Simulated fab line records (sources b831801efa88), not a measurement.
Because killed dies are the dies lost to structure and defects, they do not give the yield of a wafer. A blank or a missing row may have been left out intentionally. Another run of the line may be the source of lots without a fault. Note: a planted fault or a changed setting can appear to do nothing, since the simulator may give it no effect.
fab line records :: flow sky130 :: part 2 of 2: steps 32 to 37 of 37
record:
  lots: 5
  wafers: 15
  lastDay: 50
route steps=708 shown GATE_OXIDE@198 POLY_GATE@204 RES_PROTECT@206
lots with no fault: from the same line, run without faults
startH: hours from the record's first day to the start of the lot's first wafer shown :: waitH: hours from the lot's prior step to this one :: " the same as in the row above :: L1.1+2: several wafers, shown together as one row :: - no value, or no start given :: * or withheld: withheld :: < > ~ a bound
route shown NAME@n: names a module that has steps shown in the file, with the first one's number in the route :: usual: mean and standard deviation over wafers with no fault :: same: alike in all rows :: chamber/n: place in a boat :: sites: readings site by site :: _std_site: their standard deviation :: _edge_site: inner sites' mean taken away from outer sites' mean :: radiusMm: how far each site lies from the wafer's centre :: mask NAME#n: copy n :: behind: the tool/chamber that last shaped the wafer :: hold: reason for holding the lot/hours on hold/outcome of the hold :: device: transistor that didn't switch, given as n, p or np :: end of line: at the end of the route, the tests of the same wafers :: step lacking rows: just its recipe :: killed: at the first sort, the dies lost to defects and structure; wafer yield is something else :: map: shows each die of a wafer: x if killed, . if not, _ if none is there
set.NAME: the run value of the setting; set.NAME@STEP: its run value at that earlier step :: model.NAME: the simulator's own value behind a step, which no gauge read
lots at some steps of the route; a table a step, a row a wafer
services: a tool's chamber out of use, with start hour (startH, from the record's first day; less than 0 if before it), hours out, and reason
== steps ==
step: SKY_POLY_GATE_ETCH_15
recipe:
  chemistry: N2/H2
  target: BARC
  ionEnergyEv: 200
  sourceW: 500
  biasW: 100
  pressureMtorr: 30
  n2FlowSccm: 100
  h2FlowSccm: 200
  stopOn: SiO2
  timeS: 118.5
  targetDepthA: 1100
usual:
  drypumpMotorCurrentA: 5.9/0.43
  oesProductAu: 0.716/0.0048
  rfFwdPowerW: 497.3/1.7
  throttleValvePct: 13.213/0.0081
lot.wafer: L074.3
tool: rieDiel-02
chamber: 1
startH: 366.16
waitH: 0.0
drypumpMotorCurrentA: 5.8
oesProductAu: 0.721
rfFwdPowerW: 497.2
rfHoursCounterH: 2
throttleValvePct: 13.201

lot.wafer: L074.5
tool: rieDiel-02
chamber: 2
startH: 366.16
waitH: 0.0
drypumpMotorCurrentA: 6.4
oesProductAu: 0.717
rfFwdPowerW: 498.0
rfHoursCounterH: -
throttleValvePct: 13.211

lot.wafer: L074.6
tool: rieDiel-02
chamber: 3
startH: 366.16
waitH: 0.0
drypumpMotorCurrentA: 6.4
oesProductAu: 0.704
rfFwdPowerW: 494.7
rfHoursCounterH: -
throttleValvePct: 13.204

lot.wafer: L079.2
tool: rieDiel-02
chamber: 2
startH: 425.54
waitH: 0.0
drypumpMotorCurrentA: 6.3
oesProductAu: 0.716
rfFwdPowerW: 496.1
rfHoursCounterH: 41
throttleValvePct: 13.215

lot.wafer: L079.3
tool: rieDiel-02
chamber: 3
startH: 425.54
waitH: 0.0
drypumpMotorCurrentA: 6.4
oesProductAu: 0.719
rfFwdPowerW: 498.6
rfHoursCounterH: 11
throttleValvePct: 13.209

lot.wafer: L079.4
tool: rieDiel-02
chamber: 2
startH: 425.54
waitH: 0.0
drypumpMotorCurrentA: 6.3
oesProductAu: 0.722
rfFwdPowerW: 493.9
rfHoursCounterH: -
throttleValvePct: 13.199

lot.wafer: L083.2
tool: rieDiel-01
chamber: 0
startH: 474.49
waitH: 0.0
drypumpMotorCurrentA: 5.5
oesProductAu: 0.711
rfFwdPowerW: 498.4
rfHoursCounterH: 3
throttleValvePct: 13.195

lot.wafer: L083.3
tool: rieDiel-01
chamber: 1
startH: 474.49
waitH: 0.0
drypumpMotorCurrentA: 5.7
oesProductAu: 0.713
rfFwdPowerW: 494.9
rfHoursCounterH: 6
throttleValvePct: 13.220

lot.wafer: L083.4
tool: rieDiel-01
chamber: 1
startH: 474.49
waitH: 0.0
drypumpMotorCurrentA: 5.7
oesProductAu: 0.714
rfFwdPowerW: 495.3
rfHoursCounterH: -
throttleValvePct: 13.226

lot.wafer: L089.1
tool: rieDiel-01
chamber: 2
startH: 520.04
waitH: 0.0
drypumpMotorCurrentA: 6.3
oesProductAu: 0.722
rfFwdPowerW: 498.6
rfHoursCounterH: 6
throttleValvePct: 13.212

lot.wafer: L089.5
tool: rieDiel-01
chamber: 3
startH: 520.04
waitH: 0.0
drypumpMotorCurrentA: 6.3
oesProductAu: 0.720
rfFwdPowerW: 494.9
rfHoursCounterH: -
throttleValvePct: 13.218

lot.wafer: L089.6
tool: rieDiel-01
chamber: 2
startH: 520.04
waitH: 0.0
drypumpMotorCurrentA: 6.3
oesProductAu: 0.715
rfFwdPowerW: 499.1
rfHoursCounterH: -
throttleValvePct: 13.223

lot.wafer: L097.1
tool: rieDiel-01
chamber: 0
startH: 568.89
waitH: 0.0
drypumpMotorCurrentA: 5.5
oesProductAu: 0.719
rfFwdPowerW: 498.4
rfHoursCounterH: 5
throttleValvePct: 13.213

lot.wafer: L097.2
tool: rieDiel-01
chamber: 3
startH: 568.89
waitH: 0.0
drypumpMotorCurrentA: 6.3
oesProductAu: 0.718
rfFwdPowerW: 495.9
rfHoursCounterH: 2
throttleValvePct: 13.210

lot.wafer: L097.4
tool: rieDiel-01
chamber: 0
startH: 568.89
waitH: 0.0
drypumpMotorCurrentA: 5.4
oesProductAu: 0.711
rfFwdPowerW: 497.5
rfHoursCounterH: -
throttleValvePct: 13.215
step: SKY_POLY_GATE_ETCH_16
recipe:
  stopOn: poly-Si
  chemistry: CH3F/O2
  target: Si3N4
  sourceW: 400
  biasW: 80
  pressureMtorr: 25
  ch3fFlowSccm: 40
  O2_flow_sccm: 30
  timeS: 147.5
  targetDepthA: 750
usual:
  ch3fFlowSccm: 39.99/0.13
  drypumpMotorCurrentA: 5.9/0.43
  oesProductAu: 0.639/0.0047
  rfFwdPowerW: 398.1/1.2
  throttleValvePct: 10.535/0.011
lot.wafer: L074.3
tool: rieDiel-02
chamber: 1
startH: 366.24
waitH: 0.0
ch3fFlowSccm: 40.13
drypumpMotorCurrentA: 5.9
oesProductAu: 0.638
rfFwdPowerW: 397.5
rfHoursCounterH: 2
throttleValvePct: 10.542

lot.wafer: L074.5
tool: rieDiel-02
chamber: 2
startH: 366.24
waitH: 0.0
ch3fFlowSccm: 40.01
drypumpMotorCurrentA: 6.3
oesProductAu: 0.643
rfFwdPowerW: 398.0
rfHoursCounterH: -
throttleValvePct: 10.532

lot.wafer: L074.6
tool: rieDiel-02
chamber: 3
startH: 366.24
waitH: 0.0
ch3fFlowSccm: 39.88
drypumpMotorCurrentA: 6.4
oesProductAu: 0.640
rfFwdPowerW: 399.9
rfHoursCounterH: -
throttleValvePct: 10.540

lot.wafer: L079.2
tool: rieDiel-02
chamber: 2
startH: 425.62
waitH: 0.0
ch3fFlowSccm: 39.89
drypumpMotorCurrentA: 6.3
oesProductAu: 0.646
rfFwdPowerW: 398.3
rfHoursCounterH: 42
throttleValvePct: 10.533

lot.wafer: L079.3
tool: rieDiel-02
chamber: 3
startH: 425.62
waitH: 0.0
ch3fFlowSccm: 39.98
drypumpMotorCurrentA: 6.4
oesProductAu: 0.632
rfFwdPowerW: 399.3
rfHoursCounterH: 11
throttleValvePct: 10.526

lot.wafer: L079.4
tool: rieDiel-02
chamber: 2
startH: 425.62
waitH: 0.0
ch3fFlowSccm: 39.79
drypumpMotorCurrentA: 6.3
oesProductAu: 0.647
rfFwdPowerW: 398.3
rfHoursCounterH: -
throttleValvePct: 10.533

lot.wafer: L083.2
tool: rieDiel-01
chamber: 0
startH: 474.58
waitH: 0.0
ch3fFlowSccm: 39.92
drypumpMotorCurrentA: 5.4
oesProductAu: 0.638
rfFwdPowerW: 397.5
rfHoursCounterH: 3
throttleValvePct: 10.549

lot.wafer: L083.3
tool: rieDiel-01
chamber: 1
startH: 474.58
waitH: 0.0
ch3fFlowSccm: 40.00
drypumpMotorCurrentA: 5.7
oesProductAu: 0.652
rfFwdPowerW: 395.7
rfHoursCounterH: 6
throttleValvePct: 10.537

lot.wafer: L083.4
tool: rieDiel-01
chamber: 1
startH: 474.58
waitH: 0.0
ch3fFlowSccm: 39.92
drypumpMotorCurrentA: 5.7
oesProductAu: 0.644
rfFwdPowerW: 396.7
rfHoursCounterH: -
throttleValvePct: 10.544

lot.wafer: L089.1
tool: rieDiel-01
chamber: 2
startH: 520.12
waitH: 0.0
ch3fFlowSccm: 40.11
drypumpMotorCurrentA: 6.3
oesProductAu: 0.640
rfFwdPowerW: 400.0
rfHoursCounterH: 6
throttleValvePct: 10.533

lot.wafer: L089.5
tool: rieDiel-01
chamber: 3
startH: 520.12
waitH: 0.0
ch3fFlowSccm: 40.03
drypumpMotorCurrentA: 6.3
oesProductAu: 0.633
rfFwdPowerW: 397.6
rfHoursCounterH: -
throttleValvePct: 10.524

lot.wafer: L089.6
tool: rieDiel-01
chamber: 2
startH: 520.12
waitH: 0.0
ch3fFlowSccm: 40.02
drypumpMotorCurrentA: 6.3
oesProductAu: 0.636
rfFwdPowerW: 400.9
rfHoursCounterH: -
throttleValvePct: 10.551

lot.wafer: L097.1
tool: rieDiel-01
chamber: 0
startH: 568.97
waitH: 0.0
ch3fFlowSccm: 40.01
drypumpMotorCurrentA: 5.5
oesProductAu: 0.640
rfFwdPowerW: 398.0
rfHoursCounterH: 5
throttleValvePct: 10.535

lot.wafer: L097.2
tool: rieDiel-01
chamber: 3
startH: 568.97
waitH: 0.0
ch3fFlowSccm: 40.11
drypumpMotorCurrentA: 6.3
oesProductAu: 0.634
rfFwdPowerW: 396.0
rfHoursCounterH: 2
throttleValvePct: 10.551

lot.wafer: L097.4
tool: rieDiel-01
chamber: 0
startH: 568.97
waitH: 0.0
ch3fFlowSccm: 39.88
drypumpMotorCurrentA: 5.5
oesProductAu: 0.638
rfFwdPowerW: 398.0
rfHoursCounterH: -
throttleValvePct: 10.511
step: SKY_POLY_GATE_ETCH_17
recipe:
  targetDepthNm: 180
  stopOn: SiO2
  overEtchFrac: 0.56667
  chemistry: HBr/Cl2
  target: poly-Si
  icpW: 400
  biasW: 100
  pressureMtorr: 10
  HBr_flow_sccm: 150
  Cl2_flow_sccm: 50
  timeS: 70.5
usual:
  drypumpMotorCurrentA: 5.7/0.46
  oesProductAu: 0.986/0.0072
  rfFwdPowerW: 396.7/1.3
  throttleValvePct: 33.684/0.0095
lot.wafer: L074.3
tool: rieSi-01
chamber: 0
startH: 366.34
waitH: 0.0
drypumpMotorCurrentA: 5.6
oesProductAu: 0.990
rfFwdPowerW: 395.9
rfHoursCounterH: 6
throttleValvePct: 33.700

lot.wafer: L074.5
tool: rieSi-01
chamber: 2
startH: 366.34
waitH: 0.0
drypumpMotorCurrentA: 6.5
oesProductAu: 0.982
rfFwdPowerW: 398.6
rfHoursCounterH: -
throttleValvePct: 33.681

lot.wafer: L074.6
tool: rieSi-01
chamber: 3
startH: 366.34
waitH: 0.0
drypumpMotorCurrentA: 5.5
oesProductAu: 0.984
rfFwdPowerW: 395.5
rfHoursCounterH: -
throttleValvePct: 33.692

lot.wafer: L079.2
tool: rieSi-01
chamber: 3
startH: 425.72
waitH: 0.0
drypumpMotorCurrentA: 5.5
oesProductAu: 0.986
rfFwdPowerW: 395.3
rfHoursCounterH: 3
throttleValvePct: 33.673

lot.wafer: L079.3
tool: rieSi-01
chamber: 2
startH: 425.72
waitH: 0.0
drypumpMotorCurrentA: 6.6
oesProductAu: 0.970
rfFwdPowerW: 395.5
rfHoursCounterH: 7
throttleValvePct: 33.680

lot.wafer: L079.4
tool: rieSi-01
chamber: 0
startH: 425.72
waitH: 0.0
drypumpMotorCurrentA: 5.6
oesProductAu: 0.982
rfFwdPowerW: 396.0
rfHoursCounterH: 7
throttleValvePct: 33.670

lot.wafer: L083.2
tool: rieSi-02
chamber: 3
startH: 474.67
waitH: 0.0
drypumpMotorCurrentA: 5.0
oesProductAu: 0.994
rfFwdPowerW: 395.9
rfHoursCounterH: 55
throttleValvePct: 33.692

lot.wafer: L083.3
tool: rieSi-02
chamber: 1
startH: 474.67
waitH: 0.0
drypumpMotorCurrentA: 5.9
oesProductAu: 0.981
rfFwdPowerW: 396.4
rfHoursCounterH: 5
throttleValvePct: 33.688

lot.wafer: L083.4
tool: rieSi-02
chamber: 2
startH: 474.67
waitH: 0.0
drypumpMotorCurrentA: 5.9
oesProductAu: 0.992
rfFwdPowerW: 395.0
rfHoursCounterH: 5
throttleValvePct: 33.687

lot.wafer: L089.1
tool: rieSi-02
chamber: 0
startH: 520.22
waitH: 0.0
drypumpMotorCurrentA: 5.6
oesProductAu: 0.978
rfFwdPowerW: 396.6
rfHoursCounterH: 1
throttleValvePct: 33.687

lot.wafer: L089.5
tool: rieSi-02
chamber: 1
startH: 520.22
waitH: 0.0
drypumpMotorCurrentA: 5.9
oesProductAu: 0.966
rfFwdPowerW: 398.7
rfHoursCounterH: -
throttleValvePct: 33.692

lot.wafer: L089.6
tool: rieSi-02
chamber: 2
startH: 520.22
waitH: 0.0
drypumpMotorCurrentA: 5.9
oesProductAu: 0.986
rfFwdPowerW: 396.2
rfHoursCounterH: -
throttleValvePct: 33.695

lot.wafer: L097.1
tool: rieSi-02
chamber: 0
startH: 569.07
waitH: 0.0
drypumpMotorCurrentA: 5.6
oesProductAu: 0.985
rfFwdPowerW: 394.0
rfHoursCounterH: 1
throttleValvePct: 33.669

lot.wafer: L097.2
tool: rieSi-02
chamber: 3
startH: 569.07
waitH: 0.0
drypumpMotorCurrentA: 5.0
oesProductAu: 0.989
rfFwdPowerW: 397.8
rfHoursCounterH: 0
throttleValvePct: 33.673

lot.wafer: L097.4
tool: rieSi-02
chamber: 2
startH: 569.07
waitH: 0.0
drypumpMotorCurrentA: 5.9
oesProductAu: 0.983
rfFwdPowerW: 397.9
rfHoursCounterH: 6
throttleValvePct: 33.693
step: SKY_POLY_GATE_STRIP_18
recipe:
  chemistry: O2/N2
  powerW: 1400
  pressureMtorr: 1500
  platenTempC: withheld
  o2FlowSccm: 3000
  n2FlowSccm: 300
  overashFraction: 0.5
usual:
  drypumpMotorCurrentA: 5.4/0.39
  oesProductAu: 0.360/0.0051
  stripTimeToEndpointS: 3.16/0.04
lot.wafer: L074.3
tool: plasmaAsher-01
chamber: 0
startH: 366.43
waitH: 0.1
drypumpMotorCurrentA: 5.3
oesProductAu: 0.363
rfHoursCounterH: -
stripTimeToEndpointS: 3.16

lot.wafer: L074.5
tool: plasmaAsher-01
chamber: 0
startH: 366.43
waitH: 0.1
drypumpMotorCurrentA: 5.3
oesProductAu: 0.366
rfHoursCounterH: -
stripTimeToEndpointS: 3.15

lot.wafer: L074.6
tool: plasmaAsher-01
chamber: 1
startH: 366.43
waitH: 0.1
drypumpMotorCurrentA: 5.8
oesProductAu: 0.369
rfHoursCounterH: -
stripTimeToEndpointS: 3.17

lot.wafer: L079.2
tool: plasmaAsher-04
chamber: 1
startH: 425.77
waitH: 0.0
drypumpMotorCurrentA: 5.9
oesProductAu: 0.351
rfHoursCounterH: 61
stripTimeToEndpointS: 3.12

lot.wafer: L079.3
tool: plasmaAsher-04
chamber: 0
startH: 425.77
waitH: 0.0
drypumpMotorCurrentA: 4.9
oesProductAu: 0.365
rfHoursCounterH: -
stripTimeToEndpointS: 3.17

lot.wafer: L079.4
tool: plasmaAsher-04
chamber: 1
startH: 425.77
waitH: 0.0
drypumpMotorCurrentA: 5.9
oesProductAu: 0.353
rfHoursCounterH: -
stripTimeToEndpointS: 3.16

lot.wafer: L083.2
tool: plasmaAsher-04
chamber: 1
startH: 474.73
waitH: 0.0
drypumpMotorCurrentA: 5.8
oesProductAu: 0.366
rfHoursCounterH: 66
stripTimeToEndpointS: 3.18

lot.wafer: L083.3
tool: plasmaAsher-04
chamber: 1
startH: 474.73
waitH: 0.0
drypumpMotorCurrentA: 5.9
oesProductAu: 0.360
rfHoursCounterH: -
stripTimeToEndpointS: 3.19

lot.wafer: L083.4
tool: plasmaAsher-04
chamber: 0
startH: 474.73
waitH: 0.0
drypumpMotorCurrentA: 5.0
oesProductAu: 0.358
rfHoursCounterH: -
stripTimeToEndpointS: 3.12

lot.wafer: L089.1
tool: plasmaAsher-02
chamber: 1
startH: 520.27
waitH: 0.0
drypumpMotorCurrentA: 4.9
oesProductAu: 0.357
rfHoursCounterH: 86
stripTimeToEndpointS: 3.19

lot.wafer: L089.5
tool: plasmaAsher-02
chamber: 0
startH: 520.27
waitH: 0.0
drypumpMotorCurrentA: 5.0
oesProductAu: 0.366
rfHoursCounterH: -
stripTimeToEndpointS: 3.20

lot.wafer: L089.6
tool: plasmaAsher-02
chamber: 1
startH: 520.27
waitH: 0.0
drypumpMotorCurrentA: 5.0
oesProductAu: 0.365
rfHoursCounterH: -
stripTimeToEndpointS: 3.20

lot.wafer: L097.1
tool: plasmaAsher-04
chamber: 1
startH: 569.12
waitH: 0.0
drypumpMotorCurrentA: 5.8
oesProductAu: 0.360
rfHoursCounterH: 75
stripTimeToEndpointS: 3.25

lot.wafer: L097.2
tool: plasmaAsher-04
chamber: 0
startH: 569.12
waitH: 0.0
drypumpMotorCurrentA: 4.9
oesProductAu: 0.358
rfHoursCounterH: 75
stripTimeToEndpointS: 3.17

lot.wafer: L097.4
tool: plasmaAsher-04
chamber: 0
startH: 569.12
waitH: 0.0
drypumpMotorCurrentA: 4.9
oesProductAu: 0.362
rfHoursCounterH: -
stripTimeToEndpointS: 3.22
step: SKY_POLY_GATE_CLEAN_19
recipe:
  chemistry: SC1/SC2
  mix: 1:4:20
  tempC: 70
  timeS: 150
  dry: n2Spin
usual:
  tempC: 69.99/0.12
lot.wafer: L074.3
tool: wetBench-02
chamber: 1
startH: 366.49
waitH: 0.0
tempC: 70.05

lot.wafer: L074.5
tool: wetBench-02
chamber: 1
startH: 366.49
waitH: 0.0
tempC: 69.99

lot.wafer: L074.6
tool: wetBench-02
chamber: 1
startH: 366.49
waitH: 0.0
tempC: 69.93

lot.wafer: L079.2
tool: wetBench-01
chamber: 2
startH: 425.87
waitH: 0.1
tempC: 69.97

lot.wafer: L079.3
tool: wetBench-01
chamber: 2
startH: 425.87
waitH: 0.1
tempC: 69.86

lot.wafer: L079.4
tool: wetBench-01
chamber: 2
startH: 425.87
waitH: 0.1
tempC: 69.85

lot.wafer: L083.2
tool: wetBench-01
chamber: 1
startH: 474.83
waitH: 0.1
tempC: 70.15

lot.wafer: L083.3
tool: wetBench-01
chamber: 1
startH: 474.83
waitH: 0.1
tempC: 70.01

lot.wafer: L083.4
tool: wetBench-01
chamber: 1
startH: 474.83
waitH: 0.1
tempC: 70.01

lot.wafer: L089.1
tool: wetBench-04
chamber: 1
startH: 520.37
waitH: 0.1
tempC: 69.95

lot.wafer: L089.5
tool: wetBench-04
chamber: 1
startH: 520.37
waitH: 0.1
tempC: 70.05

lot.wafer: L089.6
tool: wetBench-04
chamber: 1
startH: 520.37
waitH: 0.1
tempC: 70.21

lot.wafer: L097.1
tool: wetBench-02
chamber: 1
startH: 569.22
waitH: 0.1
tempC: 70.10

lot.wafer: L097.2
tool: wetBench-02
chamber: 1
startH: 569.22
waitH: 0.1
tempC: 69.80

lot.wafer: L097.4
tool: wetBench-02
chamber: 1
startH: 569.22
waitH: 0.1
tempC: 70.01
step: SKY_POLY_GATE_OXIDATION_20
recipe:
  tempC: 850
  ambient: O2
  stabiliseS: 600
  purgeS: 300
  targetThkA: 40
  oxTimeS: 899
usual:
  spikeTcLowerC: 850.7/1
lot.wafer: L074.3
tool: furnace-01
chamber: 0
startH: 369.98
waitH: 3.4
spikeTcLowerC: 850.9

lot.wafer: L074.5
tool: furnace-01
chamber: 0
startH: 369.98
waitH: 3.4
spikeTcLowerC: 850.5

lot.wafer: L074.6
tool: furnace-01
chamber: 0
startH: 369.98
waitH: 3.4
spikeTcLowerC: 851.0

lot.wafer: L079.2
tool: furnace-01
chamber: 0
startH: 427.58
waitH: 1.6
spikeTcLowerC: 852.5

lot.wafer: L079.3
tool: furnace-01
chamber: 0
startH: 427.58
waitH: 1.6
spikeTcLowerC: 850.5

lot.wafer: L079.4
tool: furnace-01
chamber: 0
startH: 427.58
waitH: 1.6
spikeTcLowerC: 849.4

lot.wafer: L083.2
tool: furnace-01
chamber: 0
startH: 475.38
waitH: 0.5
spikeTcLowerC: 849.5

lot.wafer: L083.3
tool: furnace-01
chamber: 0
startH: 475.38
waitH: 0.5
spikeTcLowerC: 850.8

lot.wafer: L083.4
tool: furnace-01
chamber: 0
startH: 475.38
waitH: 0.5
spikeTcLowerC: 851.6

lot.wafer: L089.1
tool: furnace-02
chamber: 0
startH: 520.42
waitH: 0.0
spikeTcLowerC: 850.5

lot.wafer: L089.5
tool: furnace-02
chamber: 0
startH: 520.42
waitH: 0.0
spikeTcLowerC: 849.6

lot.wafer: L089.6
tool: furnace-02
chamber: 0
startH: 520.42
waitH: 0.0
spikeTcLowerC: 850.5

lot.wafer: L097.1
tool: furnace-02
chamber: 0
startH: 569.27
waitH: 0.0
spikeTcLowerC: 849.0

lot.wafer: L097.2
tool: furnace-02
chamber: 0
startH: 569.27
waitH: 0.0
spikeTcLowerC: 851.5

lot.wafer: L097.4
tool: furnace-02
chamber: 0
startH: 569.27
waitH: 0.0
spikeTcLowerC: 850.6
== services ==
tool: lpcvd-01
chamber: -
startH: 288.26
hours: 2.8
kind: pm

tool: furnace-01
chamber: -
startH: 312.77
hours: 3.1
kind: pm

tool: wetBench-04
chamber: -
startH: 346.48
hours: 1.9
kind: pm

tool: lpcvd-01
chamber: -
startH: 347.22
hours: 6.0
kind: pm

tool: rieDiel-02
chamber: -
startH: 347.58
hours: 0.2
kind: repair

tool: furnace-02
chamber: -
startH: 362.81
hours: 3.2
kind: pm

tool: furnace-02
chamber: -
startH: 365.90
hours: 5.5
kind: repair

tool: lpcvd-02
chamber: -
startH: 372.99
hours: 14.6
kind: pm

tool: furnace-02
chamber: -
startH: 374.39
hours: 3.4
kind: pm

tool: furnace-01
chamber: -
startH: 379.52
hours: 3.5
kind: pm

tool: plasmaAsher-02
chamber: -
startH: 386.27
hours: 1.2
kind: repair

tool: rieDiel-02
chamber: 0
startH: 414.22
hours: 14.9
kind: repair

tool: rieDiel-01
chamber: 1
startH: 421.81
hours: 8.2
kind: repair

tool: lpcvd-02
chamber: -
startH: 424.12
hours: 0.6
kind: repair

tool: rieDiel-01
chamber: -
startH: 451.05
hours: 0.2
kind: repair

tool: wetBench-02
chamber: -
startH: 473.18
hours: 6.3
kind: repair

tool: furnace-01
chamber: -
startH: 480.38
hours: 3.7
kind: pm

tool: rieDiel-01
chamber: 3
startH: 487.06
hours: 5.1
kind: repair

tool: lpcvd-02
chamber: -
startH: 491.78
hours: 1.2
kind: repair

tool: furnace-01
chamber: -
startH: 492.77
hours: 24.1
kind: pm

tool: wetBench-03
chamber: -
startH: 509.97
hours: 5.3
kind: repair

tool: rieDiel-01
chamber: 1
startH: 517.21
hours: 56.4
kind: repair

tool: furnace-02
chamber: -
startH: 533.64
hours: 3.1
kind: repair

tool: furnace-02
chamber: -
startH: 541.92
hours: 2.9
kind: pm
